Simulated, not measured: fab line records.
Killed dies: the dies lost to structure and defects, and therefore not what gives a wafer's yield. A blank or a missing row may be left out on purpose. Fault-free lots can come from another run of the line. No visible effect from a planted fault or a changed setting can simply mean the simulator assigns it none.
A single fault, viewed from 2 desks -- flow gf180mcu -- each desk holds nothing but its own numbers, with what lay behind them at the end

## THE METROLOGY DESK
Means of the sampled wafers that have a number, per lot and without regard to the tool the lot ran on: this is what the gauges read. If a lot's mean is further than 4 standard deviations from the usual mean, the lot is out of limits and carries the mark OUT (the distance appears in the brackets).
Columns: A = V4_W_RS at GF_V4_RS_MEAS_24, usual 0.328 ohm/sq; B = V4_W_THK at GF_V4_THK_MEAS_25, usual 341 nm
lot,first seen here,A,B
L124,day 25 16:07,0.317,349
L126,day 26 08:19,0.333,338
L136,day 29 14:28,0.325,341
L138,day 30 00:32,0.329,346
L143,day 31 07:38,0.324,342
L144,day 31 14:07,0.326,341
Finding of this desk: none of the 6 lots has anything out of limits.

## DESK OF THE TOOL OWNER: pvdSputter-01
At GF_MIM_SPUTTER_01 (material TiN, target thk 30 nm, time 25 s) the tool's own readings: per lot run on this tool, the mean of the sampled wafers that have a number. If a lot's mean is further than 4 standard deviations from the usual mean, the lot is out of limits and carries the mark OUT (the distance appears in the brackets).
Columns: A = cathodeDcPowerW at GF_MIM_SPUTTER_01, usual 6500.1 W; B = throttleValvePct at GF_MIM_SPUTTER_01, usual 29.8 %
lot,first seen here,A,B
L124,day 25 16:41,6501.1,29.6
L136,day 29 14:59,7619.9 (+99 or more) OUT,28.9
L138,day 30 01:03,7619.4 (+99 or more) OUT,29.0
Finding of this desk: L136, L138 out of limits; the first was L136 at day 29 14:59, on cathodeDcPowerW at GF_MIM_SPUTTER_01. L124 stayed within limits.

## BROUGHT TOGETHER
At day 29 14:59, on L136, L138, the tool owner's desk was in a position to raise an alarm.
From the metrology desk's view, nothing was out of limits.
The metrology desk holds a record of L136, L138, inside its limits.
Every lot named ran GF_MIM_SPUTTER_01 on pvdSputter-01.

## WHAT THE SIMULATOR PUT IN
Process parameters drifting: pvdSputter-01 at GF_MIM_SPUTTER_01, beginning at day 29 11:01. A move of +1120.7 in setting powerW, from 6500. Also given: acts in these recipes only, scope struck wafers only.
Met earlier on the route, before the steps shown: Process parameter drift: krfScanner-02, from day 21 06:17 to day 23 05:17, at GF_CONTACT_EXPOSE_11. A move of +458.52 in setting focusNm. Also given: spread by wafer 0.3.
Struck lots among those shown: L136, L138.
Delay in hours, fault start to first out-of-limits reading, by desk: the tool owner's desk at 4.
